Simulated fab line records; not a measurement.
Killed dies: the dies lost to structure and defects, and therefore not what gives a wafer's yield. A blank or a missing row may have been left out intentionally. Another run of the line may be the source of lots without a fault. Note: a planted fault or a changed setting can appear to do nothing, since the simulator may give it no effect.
Chamber matching | flow gf180mcu | GF_V1_CMP_26 on cmp-01: 4 sister chambers
The step polishes, stops on SiO2, t overpolish 15 s, target thk 0 nm. 18 wafers are shown with their chamber, then 9 later ones without.

## EACH WAFER AND ITS CHAMBER
wafer  | chamber | motor current A (A) | time to endpoint s (s) | platen rpm (rpm)
L450.1 | 3       | 10.9                | 83.7                   | 59.93
L450.2 | 1       | 9.6                 | 82.1                   | 60.03
L450.5 | 2       | 12.4                | 86.4                   | 59.98
L451.1 | 0       | 12.0                | 86.4                   | 60.01
L451.4 | 3       | 11.4                | 88.5                   | 60.02
L451.6 | 3       | 11.4                | 81.9                   | 60.00
L454.1 | 1       | 10.0                | 82.3                   | 60.09
L454.5 | 0       | 10.5                | 84.0                   | 59.93
L454.6 | 1       | 9.7                 | 82.5                   | 60.03
L462.2 | 0       | 11.3                | 83.2                   | 59.97
L462.4 | 2       | 11.7                | 89.2                   | 60.01
L462.6 | 0       | 10.9                | 85.4                   | 59.97
L464.1 | 0       | 11.0                | 84.3                   | 59.99
L464.3 | 1       | 9.8                 | 82.1                   | 60.00
L464.6 | 0       | 10.9                | 83.8                   | 60.00
L465.2 | 2       | 12.5                | 86.0                   | 60.03
L465.3 | 3       | 11.8                | 86.1                   | 59.95
L465.5 | 1       | 9.7                 | 84.8                   | 59.99

SIGNATURES, as means of the wafers listed above
reading            | chamber 0 | chamber 1 | chamber 2 | chamber 3 | scatter within a chamber
motor current A    | 11.100    | 9.760     | 12.200    | 11.375    | 0.395
time to endpoint s | 84.517    | 82.760    | 87.200    | 85.050    | 1.75
platen rpm         | 59.9783   | 60.0280   | 60.0067   | 59.9750   | 0.0346
Rule: distance of a wafer from a chamber = root of the sum over the readings of ((wafer's reading minus chamber's mean) / reading's scatter) squared. If the next closest chamber is less than 2 further off than the closest, the wafer can't be placed; otherwise it belongs to the closest. The scatter: the root of (the sum of the squares of (reading less its chamber's mean) over the shown wafers, divided by (wafers less chambers)).

## WAFERS WITHOUT THEIR CHAMBER
wafer  | motor current A (A) | time to endpoint s (s) | platen rpm (rpm)
L466.1 | 11.2                | 82.3                   | 60.02
L466.3 | 10.7                | 84.0                   | 60.05
L466.6 | 12.1                | 88.8                   | 59.95
L468.1 | 10.8                | 85.6                   | 60.01
L468.3 | 11.7                | 91.3                   | 60.01
L468.6 | 12.9                | 86.2                   | 59.98
L473.1 | 11.7                | 85.1                   | 60.10
L473.3 | 10.1                | 82.5                   | 60.03
L473.4 | 11.4                | 82.6                   | 60.00

## THE CHAMBER EACH PASSED THROUGH
wafer  | from the rows above          | in truth
L466.1 | can't be placed: 0 or 3 or 1 | 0
L466.3 | can't be placed: 0 or 1 or 3 | 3
L466.6 | can't be placed: 2 or 3 or 0 | 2
L468.1 | can't be placed: 0 or 3 or 1 | 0
L468.3 | can't be placed: 2 or 3 or 0 | 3
L468.6 | can't be placed: 2 or 3      | 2
L473.1 | can't be placed: 2 or 3 or 0 | 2
L473.3 | 1                            | 1
L473.4 | can't be placed: 0 or 3 or 2 | 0
Placed correctly: 1 of 9. Unplaceable from these rows: 8, with the true chamber sitting among the candidates in 8. Number placed wrongly: 0.
